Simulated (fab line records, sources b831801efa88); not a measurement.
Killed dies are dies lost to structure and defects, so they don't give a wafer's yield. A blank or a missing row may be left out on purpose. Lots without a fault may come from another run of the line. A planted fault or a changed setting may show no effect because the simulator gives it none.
Chamber matching | flow sfq_line | SFQ_TRILAYER_I4_CMP_CMP_100 on cmp-01: 4 sister chambers
The step polishes SiO2. 14 wafers are shown with their chamber, then 7 later ones without.

WAFERS WITH THEIR CHAMBER
wafer  | chamber | motor_current_A (A) | platen_rpm (rpm) | time_to_endpoint_s (s)
L755.2 | 3       | 8.9                 | 59.95            | 213
L755.5 | 0       | 11.0                | 60.05            | 214
L755.6 | 1       | 10.8                | 59.99            | 221
L756.4 | 0       | 10.9                | 59.95            | 218
L756.5 | 3       | 8.7                 | 59.90            | 226
L756.6 | 0       | 11.0                | 60.01            | 225
L764.2 | 1       | 10.9                | 60.00            | 215
L764.3 | 3       | 8.6                 | 60.04            | 216
L764.4 | 2       | 11.1                | 59.96            | 215
L766.3 | 3       | 9.2                 | 60.14            | 211
L769.5 | 0       | 11.1                | 59.97            | 223
L769.6 | 1       | 10.5                | 60.01            | 221
L770.2 | 3       | 8.0                 | 60.01            | 214
L770.3 | 0       | 11.1                | 59.98            | 214

SIGNATURES (means of the wafers above)
reading            | chamber 0 | chamber 1 | chamber 2 | chamber 3 | scatter within a chamber
motor_current_A    | 11.020    | 10.733    | 11.100    | 8.680     | 0.3
platen_rpm         | 59.9920   | 60.0000   | 59.9600   | 60.0080   | 0.0631
time_to_endpoint_s | 218.80    | 219.00    | 215.00    | 216.00    | 5.15
Rule: a wafer's distance from a chamber is the root of the sum, over the readings, of the square of ((its reading less the chamber's mean) divided by the reading's scatter). The wafer belongs to the nearest chamber; if the next one is less than 2 further off, it can't be placed. The scatter: the root of (the sum of the squares of (reading less its chamber's mean) over the shown wafers, divided by (wafers less chambers)).

WAFERS WITHOUT THEIR CHAMBER
wafer  | motor_current_A (A) | platen_rpm (rpm) | time_to_endpoint_s (s)
L770.4 | 11.7                | 59.98            | 218
L771.4 | 11.5                | 59.99            | 211
L771.5 | 11.7                | 60.01            | 206
L771.6 | 10.7                | 59.94            | 218
L772.2 | 10.8                | 59.97            | 211
L772.4 | 10.8                | 60.01            | 226
L772.5 | 8.8                 | 59.95            | 221

WHICH CHAMBER EACH WENT THROUGH
wafer  | from the rows above          | in truth
L770.4 | can't be placed: 2 or 0 or 1 | 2
L771.4 | can't be placed: 2 or 0 or 1 | 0
L771.5 | can't be placed: 2 or 0 or 1 | 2
L771.6 | can't be placed: 1 or 0 or 2 | 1
L772.2 | can't be placed: 2 or 1 or 0 | 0
L772.4 | can't be placed: 1 or 0 or 2 | 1
L772.5 | 3                            | 3
Placed correctly: 1 of 7. Can't be placed from these rows: 6 (the true chamber is among the candidates in 6). Placed wrongly: 0.
